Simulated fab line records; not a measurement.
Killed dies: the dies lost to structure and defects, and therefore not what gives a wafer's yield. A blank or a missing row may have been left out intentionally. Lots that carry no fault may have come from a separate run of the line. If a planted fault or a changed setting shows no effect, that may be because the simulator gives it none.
The tool behind it: which one?    flow gf180mcu    39 wafers from 13 lots sampled at 5 of the route's 602 steps

== WHAT EACH GAUGE READ, for each wafer ==
GF_MVSD_OVL_MEAS_07.
lot   measured     on          MVSD_OVL (nm)
L614  day 4 10:00  overlay-01  -1.0 0.2 -0.8
L616  day 4 21:17  overlay-01  -2.7 -2.0 -0.8
L617  day 5 03:58  overlay-02  1.3 2.4 1.5
L619  day 5 16:08  overlay-01  -2.0 -1.0 -0.5
L620  day 5 20:25  overlay-01  -3.2 -0.7 -2.1
L621  day 6 02:44  overlay-02  0.0 -0.3 0.4
L622  day 6 08:14  overlay-01  -0.8 0.0 1.8
L623  day 6 15:07  overlay-01  0.5 -0.7 0.7
L624  day 6 20:29  overlay-01  -1.9 -3.5 -2.3
L625  day 7 00:50  overlay-01  -1.7 -0.8 1.2
L633  day 8 23:10  overlay-02  - - -
L635  day 9 12:28  overlay-01  -0.4 -0.5 -0.8
L637  day 9 21:06  overlay-01  -0.6 -2.0 -1.8

GF_MVSD_TW_MEAS_11.
lot   measured     on             MVSD_TW
L614  day 4 10:26  film-metro-01  1562 1561 1554
L616  day 4 21:43  film-metro-01  1560 1559 1560
L617  day 5 04:23  film-metro-01  1555 1543 1548
L619  day 5 16:34  film-metro-01  1561 1566 1559
L620  day 5 20:52  film-metro-02  1571 1569 1571
L621  day 6 03:10  film-metro-01  1570 1572 1575
L622  day 6 08:40  film-metro-04  1578 1585 1576
L623  day 6 15:34  film-metro-04  1579 1578 1574
L624  day 6 20:55  film-metro-02  1561 1560 1566
L625  day 7 01:17  film-metro-04  1579 1572 1577
L633  day 8 23:37  film-metro-04  30 30 30
L635  day 9 12:55  film-metro-02  1573 1562 1575
L637  day 9 21:33  film-metro-01  1561 1561 1552

GF_CONTACT_CD_MEAS_14: target cd 220 nm.
lot   measured      on         cd-nm (nm)
L614  day 16 07:55  cd-sem-02  221.5 221.5 220.6
L616  day 17 10:32  cd-sem-02  218.9 219.4 218.2
L617  day 17 22:05  cd-sem-01  219.2 219.6 220.5
L619  day 18 03:41  cd-sem-02  220.8 220.1 219.6
L620  day 18 15:37  cd-sem-02  220.6 221.5 220.8
L621  day 19 02:20  cd-sem-02  219.3 221.8 221.6
L622  day 19 01:47  cd-sem-02  219.1 220.2 221.5
L623  day 19 22:34  cd-sem-01  222.8 221.6 220.6
L624  day 19 21:32  cd-sem-02  221.5 220.4 221.1
L625  day 20 08:12  cd-sem-01  219.4 218.6 220.0
L633  day 23 01:48  cd-sem-01  219.7 218.3 219.2
L635  day 23 09:22  cd-sem-02  221.4 221.2 221.0
L637  day 23 16:23  cd-sem-01  219.8 219.7 220.1

== WHAT TOOL EACH LOT RAN ON (gives the tool, then ch and the chambers of the sampled wafers, and finally the start) ==
lot   GF_MVSD_EXPOSE_04                   GF_SALICIDE_RTA_06
L614  iline-stepper-02 ch 0, day 4 03:15  rtp-anneal-01 ch 0, day 15 08:59
L616  iline-stepper-01 ch 0, day 4 14:34  rtp-anneal-01 ch 0, day 16 10:44
L617  iline-stepper-02 ch 0, day 4 21:04  rtp-anneal-02 ch 0, day 16 22:22
L619  iline-stepper-01 ch 0, day 5 08:26  rtp-anneal-01 ch 0, day 17 03:52
L620  iline-stepper-02 ch 0, day 5 12:57  rtp-anneal-01 ch 0, day 17 14:51
L621  iline-stepper-01 ch 0, day 5 19:40  rtp-anneal-02 ch 0, day 18 01:14
L622  iline-stepper-02 ch 0, day 6 00:56  rtp-anneal-01 ch 0, day 18 01:04
L623  iline-stepper-01 ch 0, day 6 08:03  rtp-anneal-01 ch 0, day 18 20:59
L624  iline-stepper-01 ch 0, day 6 12:46  rtp-anneal-01 ch 0, day 18 20:16
L625  iline-stepper-01 ch 0, day 6 17:27  rtp-anneal-02 ch 0, day 19 06:34
L633  iline-stepper-01 ch 0, day 8 15:55  rtp-anneal-02 ch 0, day 22 01:07
L635  iline-stepper-02 ch 0, day 9 04:32  rtp-anneal-01 ch 0, day 22 09:46
L637  iline-stepper-01 ch 0, day 9 13:43  rtp-anneal-02 ch 0, day 22 16:32
- GF_MVSD_EXPOSE_04: exposes mask MVSD, target cd 1000 nm.
- GF_SALICIDE_RTA_06: time 30 s.

== WHAT THE TOOLS THEMSELVES READ (means of the sampled wafers that have a number; where no wafer has one, the mark that the record gives instead) ==
GF_SALICIDE_RTA_06.
lot   tool           lamp-power-pct (%)  wafer_temp_C_max
L614  rtp-anneal-01  6.15                532.8
L616  rtp-anneal-01  6.14                532.8
L617  rtp-anneal-02  6.34                531.9
L619  rtp-anneal-01  6.14                532.9
L620  rtp-anneal-01  6.15                532.5
L621  rtp-anneal-02  6.34                532.1
L622  rtp-anneal-01  6.14                532.2
L623  rtp-anneal-01  6.14                533.0
L624  rtp-anneal-01  6.14                532.5
L625  rtp-anneal-02  6.34                532.5
L633  rtp-anneal-02  6.35                532.1
L635  rtp-anneal-01  6.15                532.2
L637  rtp-anneal-02  6.34                532.1

== THE ANSWER, worked out from the rows above alone ==
Rule: what is usual is taken from the lots themselves. Put in order of their means at a reading, lots are off if they are a third of the lots or fewer, leave a main group of 4 or more, and stand apart from it by a gap of 3 or more times the standard deviation of the main group's means; of several such gaps the widest counts. A main group is skipped when, at the precision printed for the reading in the tables above, its means are all equal. A lot without any number at a reading at which 4 lots or more have one is off too. The other lots that the step has rows for count as sound. The gauges are gone through in route order, then the tools' own readings, and for those a lot's mean is taken as printed above. At the first step where some lot is off, the reading lying furthest off is the one used; lots without a number count as furthest.
Off: at GF_MVSD_OVL_MEAS_07 (MVSD_OVL), L633. Without a number there: L633. The main group: mean -0.7 nm, standard deviation 1.1.
If a tool, at a process step before that reading, ran all the lots that are off and no sound lot after the first of them, it fits. Not tried: the gauges at GF_MVSD_OVL_MEAS_07; whatever is off there is also off at GF_MVSD_TW_MEAS_11, on other tools, and gauge error can't account for it. None of those tried fits.

== WHAT HAD BEEN PUT IN BY THE SIMULATOR ==
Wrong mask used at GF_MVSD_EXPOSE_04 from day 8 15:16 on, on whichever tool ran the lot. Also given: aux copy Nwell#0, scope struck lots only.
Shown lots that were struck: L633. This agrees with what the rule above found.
